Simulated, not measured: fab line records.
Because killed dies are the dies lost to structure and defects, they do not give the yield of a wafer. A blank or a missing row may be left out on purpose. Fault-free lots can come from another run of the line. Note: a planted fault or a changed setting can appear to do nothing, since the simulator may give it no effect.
One fault seen from 2 desks / flow sky130 / only its own numbers are on each desk; what lay behind them is given at the end

METROLOGY DESK
Lot by lot, what the gauges showed, no matter which tool ran the lot: averages of those sampled wafers that carry a number. If a lot's mean is further than 4 standard deviations from the usual mean, the lot is out of limits and carries the mark OUT (the distance appears in the brackets).
Columns: A = CAP2M_TIN_RS at SKY_CAP2M_RS_MEAS_03, usual 6.89 ohm/sq
lot=L598; first seen here=day 41 03:36; A=7.01
lot=L601; first seen here=day 42 03:31; A=6.96
lot=L603; first seen here=day 42 11:02; A=6.87
lot=L604; first seen here=day 42 12:06; A=6.91
lot=L607; first seen here=day 43 13:13; A=6.91
lot=L609; first seen here=day 44 08:12; A=6.87
lot=L611; first seen here=day 44 17:44; A=7.04
lot=L615; first seen here=day 45 15:52; A=6.79
lot=L616; first seen here=day 45 17:58; A=6.79
lot=L617; first seen here=day 46 07:33; A=6.89
lot=L619; first seen here=day 46 23:22; A=6.88
lot=L621; first seen here=day 47 07:32; A=6.87
This desk found nothing out of limits on any of the 12 lots.

DESK OF THE TOOL OWNER: krf-scanner-02
The tool's own readings at SKY_METAL4_EXPOSE_10 (exposes mask MM4, target cd 300 nm): means of the sampled wafers that have a number, for each lot that ran on this tool. If a lot's mean is further than 4 standard deviations from the usual mean, the lot is out of limits and carries the mark OUT (the distance appears in the brackets).
Columns: A = exposure-dose-mJ-cm2 at SKY_METAL4_EXPOSE_10, usual 27.897; B = focus-offset-nm at SKY_METAL4_EXPOSE_10, usual 0.1 nm
lot=L601; first seen here=day 43 16:02; A=27.892; B=-0.1
lot=L603; first seen here=day 43 22:35; A=27.899; B=0.6
lot=L604; first seen here=day 44 00:10; A=27.889; B=0.6
lot=L607; first seen here=day 45 00:58; A=27.882; B=-0.2
lot=L615; first seen here=day 47 02:29; A=27.499 (-16) OUT; B=1.1
lot=L617; first seen here=day 47 15:58; A=27.559 (-14) OUT; B=0.1
lot=L621; first seen here=day 48 13:53; A=27.670 (-9.1) OUT; B=-0.2
Finding of this desk: L615, L617, L621 out of limits; the first was L615 at day 47 02:29, on exposure-dose-mJ-cm2 at SKY_METAL4_EXPOSE_10. In limits: L601, L603, L604, L607.

ALL TOGETHER
At day 47 02:29, on L615, L617, L621, the tool owner's desk was in a position to raise an alarm.
From the metrology desk's view, nothing was out of limits.
The metrology desk holds a record of L615, L617, L621, inside its limits.
On krf-scanner-02, each named lot ran SKY_METAL4_EXPOSE_10.

WHAT THE SIMULATOR PUT IN
Drift in process parameters on krf-scanner-02 at SKY_METAL4_EXPOSE_10, starting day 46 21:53. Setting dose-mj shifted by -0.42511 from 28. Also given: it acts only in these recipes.
Shown lots that were struck: L615, L617, L621.
Each desk's first reading out of limits, in hours after the fault started: the tool owner's desk, 5.
